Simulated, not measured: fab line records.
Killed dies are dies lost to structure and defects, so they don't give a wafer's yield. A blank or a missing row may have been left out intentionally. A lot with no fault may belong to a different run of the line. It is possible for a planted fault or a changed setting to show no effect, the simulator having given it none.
Matching of chambers	flow gf180mcu	GF_POLY_GATE_ETCH_12 on rie-diel-02 has 4 sister chambers
The step etches BARC in N2/H2. 4 wafers are shown with their chamber, then 8 later ones without.

== WAFERS, EACH WITH ITS CHAMBER ==
wafer	chamber	drypump-motor-current-A (A)
L085.2	1	6.0
L085.3	2	5.5
L085.5	0	4.9
L086.1	3	5.3

== WAFERS WITHOUT THEIR CHAMBER ==
wafer	drypump-motor-current-A (A)
L086.2	4.9
L086.4	5.5
L091.1	5.9
L091.4	5.9
L091.5	5.3
L093.4	5.5
L093.5	5.3
L093.6	5.6

== THE CHAMBER EACH PASSED THROUGH ==
wafer	from the rows above	in truth
L086.2	0	0
L086.4	2	2
L091.1	1	1
L091.4	1	1
L091.5	3	3
L093.4	2	2
L093.5	3	3
L093.6	2	2
Correct placement for 8 of the 8. From these rows, 0 cannot be placed. Placed wrongly: 0.
How it was worked out, from the rows above alone: a wafer's distance from a chamber is the root of the sum, over the readings, of the square of ((its reading less the chamber's mean) divided by the reading's scatter). If the next closest chamber is less than 2 further off than the closest, the wafer can't be placed; otherwise it belongs to the closest. A chamber's mean is the mean of its shown wafers. The scatter (one wafer shown for each chamber): square how far every hidden wafer sits from the nearest shown wafer, average those squares and take the square root.
